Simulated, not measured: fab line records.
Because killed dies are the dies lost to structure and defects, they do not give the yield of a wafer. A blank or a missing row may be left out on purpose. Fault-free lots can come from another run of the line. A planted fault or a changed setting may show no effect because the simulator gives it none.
Matching of chambers || flow gf180mcu || GF_STI_CMP_25 on cmp-01: 4 sister chambers
The step polishes, stops on Si3N4, t overpolish 33 s, target thk 524.6 nm. 8 wafers are shown with their chamber, then 10 later ones without.

== WAFERS PAIRED WITH THEIR CHAMBERS ==
{"wafer": "L779.2", "chamber": 3, "motorCurrentA (A)": 10.8, "timeToEndpointS (s)": 121}
{"wafer": "L779.3", "chamber": 1, "motorCurrentA (A)": 12.0, "timeToEndpointS (s)": 129}
{"wafer": "L781.1", "chamber": 1, "motorCurrentA (A)": 12.7, "timeToEndpointS (s)": 129}
{"wafer": "L783.1", "chamber": 2, "motorCurrentA (A)": 13.1, "timeToEndpointS (s)": 117}
{"wafer": "L783.4", "chamber": 0, "motorCurrentA (A)": 11.2, "timeToEndpointS (s)": 123}
{"wafer": "L783.6", "chamber": 3, "motorCurrentA (A)": 10.5, "timeToEndpointS (s)": 119}
{"wafer": "L794.1", "chamber": 2, "motorCurrentA (A)": 13.1, "timeToEndpointS (s)": 121}
{"wafer": "L794.2", "chamber": 0, "motorCurrentA (A)": 12.5, "timeToEndpointS (s)": 123}

== WAFERS WITHOUT THEIR CHAMBER ==
{"wafer": "L794.5", "motorCurrentA (A)": 11.3, "timeToEndpointS (s)": 119}
{"wafer": "L795.2", "motorCurrentA (A)": 10.6, "timeToEndpointS (s)": 120}
{"wafer": "L795.3", "motorCurrentA (A)": 13.0, "timeToEndpointS (s)": 119}
{"wafer": "L795.6", "motorCurrentA (A)": 10.6, "timeToEndpointS (s)": 124}
{"wafer": "L797.1", "motorCurrentA (A)": 13.3, "timeToEndpointS (s)": 119}
{"wafer": "L797.2", "motorCurrentA (A)": 11.8, "timeToEndpointS (s)": 118}
{"wafer": "L797.6", "motorCurrentA (A)": 13.4, "timeToEndpointS (s)": 115}
{"wafer": "L798.1", "motorCurrentA (A)": 13.1, "timeToEndpointS (s)": 122}
{"wafer": "L798.5", "motorCurrentA (A)": 12.2, "timeToEndpointS (s)": 120}
{"wafer": "L798.6", "motorCurrentA (A)": 12.8, "timeToEndpointS (s)": 123}

== THE CHAMBER EACH PASSED THROUGH ==
{"wafer": "L794.5", "from the rows above": "can't be placed: 3 or 0", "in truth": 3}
{"wafer": "L795.2", "from the rows above": 3, "in truth": 3}
{"wafer": "L795.3", "from the rows above": 2, "in truth": 2}
{"wafer": "L795.6", "from the rows above": "can't be placed: 0 or 3", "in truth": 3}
{"wafer": "L797.1", "from the rows above": 2, "in truth": 2}
{"wafer": "L797.2", "from the rows above": "can't be placed: 3 or 2 or 0", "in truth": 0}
{"wafer": "L797.6", "from the rows above": 2, "in truth": 2}
{"wafer": "L798.1", "from the rows above": "can't be placed: 2 or 0", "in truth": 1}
{"wafer": "L798.5", "from the rows above": "can't be placed: 2 or 0 or 3", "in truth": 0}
{"wafer": "L798.6", "from the rows above": "can't be placed: 0 or 2", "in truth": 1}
Placed correctly: 4 of 10. From these rows, 6 cannot be placed; in 4 the true chamber is one of the candidates. Wrongly placed: 0.
How it was worked out, from the rows above alone: a wafer's distance from a chamber is the root of the sum, over the readings, of the square of ((its reading less the chamber's mean) divided by the reading's scatter). The wafer belongs to the nearest chamber; if the next one is less than 2 further off, it can't be placed. A chamber's mean is the mean of its shown wafers. The scatter: take each reading less its chamber's mean, square it, sum over the shown wafers, divide by the number of wafers less the number of chambers, and take the root.
